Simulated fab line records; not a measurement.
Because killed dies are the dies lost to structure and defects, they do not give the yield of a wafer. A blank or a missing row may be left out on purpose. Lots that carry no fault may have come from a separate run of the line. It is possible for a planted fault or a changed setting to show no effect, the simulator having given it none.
A lot that was struck, set against a sound lot :: flow sky130 :: 15 out of 708 route steps
Sound: these wafers, L363.2, L363.3, L363.4. Wafers L374.1, L374.3, L374.6 were the ones struck. The cause comes at the end.
For every step that has rows: the tool of each side, followed by ch and its chambers, followed by its first start. Under that, the readings that differ: sound wafers :: struck wafers :: difference of the means :: sigmas: that difference in standard deviations of wafers without a fault.
alike: readings with means less than 2 such deviations apart, plus words and numbers identical on both sides. not compared: withheld readings, readings lacking a value on some wafer, bounds such as >300 that could conceal the same value, and numbers that have no deviation in the record and whose values overlap.
Wherever a step has rows on one side only, a row that says differs or no value, or a row with sigmas, the two part there. Non-overlapping numbers with no deviation appear without sigmas and do not part them. Lack of a reading on every wafer of one side parts them only where that side has two or more wafers.

first, 3 steps without rows for these wafers: SKY_SONOS_TUNNEL_EXPOSE_04 (exposes mask TUNM, target cd 410 nm); SKY_SONOS_TUNNEL_PEB_05; SKY_SONOS_TUNNEL_DEVELOP_06 (develop time 60 s).
SKY_SONOS_TUNNEL_CD_MEAS_07 targets a cd of 410 nm.
  struck on cd-sem-02, day 16 19:55; sound on cd-sem-02, day 12 21:08
  alike: cd-nm
SKY_SONOS_TUNNEL_OVL_MEAS_08:
  struck on overlay-02, day 16 20:02; sound on overlay-01, day 12 21:14
  alike: SONOS_TUNNEL_OVL
then, 3 steps without rows for these wafers: SKY_SONOS_TUNNEL_IMPLANT_09; SKY_SONOS_TUNNEL_WET_ETCH_10 (etches SiO2 in dHF, target depth 14 nm, time 280 s); SKY_SONOS_TUNNEL_STRIP_11 (strips in SPM, time 600 s).
SKY_SONOS_TUNNEL_TW_MEAS_12:
  struck on film-metro-02, day 16 20:30; sound on film-metro-03, day 12 21:42
  alike: SONOS_TUNNEL_TW
then, 2 steps without rows for these wafers: SKY_SONOS_TUNNEL_CLEAN_13 (cleans in dHF, time 20 s); SKY_SONOS_ONO_OXIDATION_00 (stabilise 600 s, purge 300 s, target thk 2.6 nm).
SKY_SONOS_ONO_THK_MEAS_01:
  struck on film-metro-03, day 16 23:32; sound on film-metro-01, day 12 23:58
  alike: SONOS_ONO_OXIDATION_THK
SKY_SONOS_ONO_CVD_02: deposits Si3N4 from DCS/NH3, target thk 10.5 nm, time 180 s.
  sound on lpcvd-02 ch 1, day 13 02:59; struck on lpcvd-02 ch 0, day 16 23:36
reading: spike-tc-bottom-C (C)
sound: 790.9 791.3 791.4
struck: 811.9 811.1 811.8
difference: +20.4
sigmas: +21

reading: spike-tc-centre-C (C)
sound: 769.5 768.7 770.4
struck: 790.7 790.3 789.9
difference: +20.8
sigmas: +19

reading: spike-tc-lower-C (C)
sound: 769.5 769.8 770.9
struck: 792.3 791.0 793.7
difference: +22.3
sigmas: +22

reading: spike-tc-top-C (C)
sound: 784.9 785.8 784.0
struck: 798.9 799.0 796.8
difference: +13.3
sigmas: +5

reading: spike-tc-upper-C (C)
sound: 770.9 769.2 770.4
struck: 792.0 789.4 792.0
difference: +21.0
sigmas: +19

reading: susceptor-temp-C (C)
sound: 769.9 770.3 769.7
struck: 790.6 791.1 790.7
difference: +20.8
sigmas: +53

reading: model.Si3N4_of_SONOS_ONO_CVD_02.thk-nm (nm)
sound: 10.36 10.49 10.37
struck: 15.1 15.08 15.16
difference: +4.7
sigmas: 
  alike: zone-power-centre-pct
SKY_SONOS_ONO_THK_MEAS_03:
  struck on film-metro-04, day 17 00:53; sound on film-metro-04, day 13 04:02
reading: SONOS_ONO_CVD_02_THK (nm)
sound: 10.38 10.44 10.38
struck: 15.07 15.01 15.15
difference: +4.68
sigmas: +33
  not compared: hold
-- here the record skips 33 days between the struck wafers' starts before and after, leaving off in module SONOS_ONO and picking up in module PAD_OPEN (first step shown: number 708 of the route) --
SKY_PAD_OPEN_PROBE_99:
  struck on prober-02, day 50 01:03; sound on prober-01, day 47 01:33
reading: model.etest.nfet_16v.r-on-ohm-um
sound: 1.387e+04 1.367e+04 1.378e+04
struck: 1.828e+04 1.814e+04 1.825e+04
difference: +4.450e+03
sigmas: 

reading: model.etest.pfet_16v.r-on-ohm-um
sound: 1.53e+04 1.506e+04 1.522e+04
struck: 1.628e+04 1.627e+04 1.605e+04
difference: +1.007e+03
sigmas: 

reading: model.etest.pfet-g5v0d10v5.r-on-ohm-um
sound: 4790 4782 4787
struck: 5405 5371 5430
difference: +616
sigmas: 

reading: model.etest.nfet-g5v0d10v5.r-on-ohm-um
sound: 1879 1868 1866
struck: 2463 2409 2446
difference: +568
sigmas: 

reading: model.etest.nfet-g5v0d10v5.drive-ua-um
sound: 600.6 600.2 611.5
struck: 396.4 401 399.9
difference: -205.0
sigmas: 

reading: model.etest.tip-sonos.rs-ohm-sq
sound: 2803 2786 2730
struck: 2980 2926 2938
difference: +175
sigmas: 

reading: model.etest.sonos-erased.drive-ua-um
sound: 177.6 196.4 181.6
struck: 52.54 43.67 44.4
difference: -138.33
sigmas: 

reading: model.etest.nfet_05v0_nvt.drive-ua-um
sound: 571.7 570.8 581.3
struck: 425.9 427.7 427.5
difference: -147.6
sigmas: 
  alike: killed_at_M0_to_M3, killed_at_M4_up, killed-at-contacts, killed-at-front-end, killed-dies, killed-open, killed-short

WHERE THEY PART
First at SKY_SONOS_ONO_CVD_02; last, within this record, at SKY_SONOS_ONO_THK_MEAS_03. Later steps at which nothing parts them and some readings are alike: SKY_PAD_OPEN_PROBE_99.

WHY: the cause the simulator had injected
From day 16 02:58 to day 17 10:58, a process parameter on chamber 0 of lpcvd-02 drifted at SKY_SONOS_ONO_CVD_02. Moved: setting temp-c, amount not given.
